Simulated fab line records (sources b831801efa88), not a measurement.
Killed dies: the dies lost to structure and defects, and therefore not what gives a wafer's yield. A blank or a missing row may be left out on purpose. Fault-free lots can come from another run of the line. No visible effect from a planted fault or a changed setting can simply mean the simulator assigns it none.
A lot that was struck, set against a sound lot + flow gf180mcu + 14 steps out of a route of 602
Sound: wafers L639.2, L639.3, L639.6. The struck wafers were L646.3, L646.4, L646.6. The cause is named last.
At each step with rows: each side's tool, then ch and its chambers, then its first start. Under that, the readings that differ: sound wafers + struck wafers + difference of the means + sigmas: that difference in standard deviations of wafers without a fault.
alike: readings whose means differ by less than 2 such deviations, and words and numbers that are the same on both sides. not compared: withheld readings, readings that some wafer has no value for, bounds like >300 that may hide the same value, and numbers for which the record gives no deviation and whose values overlap.
Wherever a step has rows on one side only, a row that says differs or no value, or a row with sigmas, the two part there. Non-overlapping numbers with no deviation appear without sigmas and do not part them. A reading that every wafer of one side lacks parts them only if that side has two wafers or more.

first, 3 steps without rows for these wafers: GF_NWELL_EXPOSE_04 (exposes mask Nwell, target cd 860 nm); GF_NWELL_PEB_05; GF_NWELL_DEVELOP_06 (develop time 60 s).
GF_NWELL_OVL_MEAS_07:
  sound on overlay-02 at day 6 01:17; struck on overlay-02 at day 7 15:06
| reading        | sound          | struck      | difference | sigmas |
|----------------|----------------|-------------|------------|--------|
| NWELL_OVL (nm) | -0.3 -1.1 -1.9 | 1.8 1.8 0.3 | +2.4       | +2     |
then, 2 steps without rows for these wafers: GF_NWELL_IMPLANT_08; GF_NWELL_IMPLANT_09.
GF_NWELL_STRIP_10: strips in O2/N2.
  sound on plasma-asher-04 ch 0,1, day 6 01:37; struck on plasma-asher-01 ch 0,1, day 7 15:28
  alike: drypump-motor-current-A, heater-power-w, oes-product-au, strip-time-to-endpoint-s
  not compared: rf-hours-counter-h
GF_NWELL_TW_MEAS_11:
  sound on film-metro-02 at day 6 01:43; struck on film-metro-02 at day 7 15:32
  alike: NWELL_TW
then, 4 steps without rows for these wafers: GF_LVPWELL_DEHYDRATE_00 (time 60 s); GF_LVPWELL_HMDS_01 (prime time 60 s); GF_LVPWELL_COAT_02 (resist thk 3000 nm); GF_LVPWELL_SOFTBAKE_03.
GF_LVPWELL_EXPOSE_04: exposes mask LVPWELL, target cd 600 nm.
  sound on iline-stepper-02 ch 0, day 6 09:00; struck on iline-stepper-01, day 7 23:16
  no value came back on the struck wafers for exposure-dose-mJ-cm2, focus-offset-nm (nm); on the sound wafers exposure-dose-mJ-cm2 reads 259.91 259.79 260.09
  alike: mask
following that, these wafers have no rows for 1 step: GF_LVPWELL_PEB_05.

== WHERE THEY PART ==
Earliest at GF_NWELL_OVL_MEAS_07; latest, in this record, at GF_LVPWELL_EXPOSE_04.

WHY: what the simulator had put in
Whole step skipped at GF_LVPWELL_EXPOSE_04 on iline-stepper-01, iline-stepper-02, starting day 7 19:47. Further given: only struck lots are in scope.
